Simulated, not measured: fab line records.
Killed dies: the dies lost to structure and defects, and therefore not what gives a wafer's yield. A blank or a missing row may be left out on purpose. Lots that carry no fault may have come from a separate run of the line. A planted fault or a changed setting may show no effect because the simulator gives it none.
Problem report, 8D (eight disciplines) form, completed by code | flow sky130 | the parts of the form that need people (team, actions taken, sign-off) are left out

== 1. WHAT WENT WRONG ==
Wafers without a fault read 37.98, standard deviation 0.039; exposure dose mJ cm2 at SKY_VIA3_EXPOSE_09 reads a mean of 37.42 on 6 wafers belonging to 2 lots. Measured from the usual mean, that is -14 standard deviations.
The step: exposes mask VIM3, target cd 200 nm.
First seen on wafer L435.2, day 43 13:11, on krf scanner-01. Wafers with a number at this step in the record: 36, from 12 lots. Rule for "out" (also "out of limits"): further than 4 standard deviations from the usual mean. The rest of the wafers with a number are treated as sound.

== 2. WHAT IT IS, WHAT IT ISN'T ==
question                    | is                     | is not
which readings at this step | exposure dose mJ cm2   | reticle temp C
which lots                  | L435, L438             | L422, L423, L424, L425, L428, L430, L431, L436, L437, L444
which wafers of those lots  | all that have a number | -
read on which tools         | krf scanner-01         | krf scanner-02
when                        | from day 43 13:11      | up to then (21 sound wafers); but 9 sound wafers of L436, L437, L444 came after

== 3. SUSPECTS, AND WHAT RULES EACH OUT ==
Counting: a tool at any process step up to the reading remains a suspect when it ran all the lots that are out and ran no sound lot after the first of those.
- pvd sputter-02 at SKY_CAPM_SPUTTER_02 (material TiN, target thk 200 nm, time 174 s): kept. It ran every lot that is out, first L435 (day 41 01:40), and no sound lot after that; its last sound lot up to then is L431 (day 40 01:19).
- cmp-01 at SKY_VIA3_CMP_02 (polishes SiO2): ruled out as a lasting fault. Following L435 (day 43 01:58), the first lot on it that is out, the sound lots L436, L444 were run on it.
- krf scanner-01 at SKY_VIA3_EXPOSE_09 (exposes mask VIM3, target cd 200 nm): kept. It ran every lot that is out, first L435 (day 43 13:11), and no sound lot after that; its last sound lot up to then is L431 (day 42 15:11). Its own exposure dose mJ cm2 readings are out on those wafers.
What counting leaves: pvd sputter-02 at SKY_CAPM_SPUTTER_02 and krf scanner-01 at SKY_VIA3_EXPOSE_09.

== 4. THE CAUSE (what the simulator had put in) ==
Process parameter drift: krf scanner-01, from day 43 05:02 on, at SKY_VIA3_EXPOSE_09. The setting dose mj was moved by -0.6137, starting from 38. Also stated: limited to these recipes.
2 suspects survive the count, and this tool is in that group.

== 5. THE CHAIN OF EFFECTS, in route order ==
Rows list readings where the struck wafers' mean (over those with a number) sits beyond 3 standard deviations from the usual. Readings are gone through only where the record gives a usual standard deviation; hours: the median, over the lots, of the time from a lot's start at the first step in this table giving one to that lot's start at this step; sigmas: the change measured in usual standard deviations.
hours | step               | reading              | usual | on struck wafers | change | sigmas
0     | SKY_VIA3_EXPOSE_09 | exposure dose mJ cm2 | 37.98 | 37.42            | -0.56  | -14
Here are the process steps it includes:
- SKY_VIA3_EXPOSE_09: exposes mask VIM3, target cd 200 nm.

== 6. WHAT WOULD HAVE CAUGHT IT SOONER ==
First out-of-limits reading in this record: day 43 13:11, which is 8 hours after fault onset at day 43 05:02.
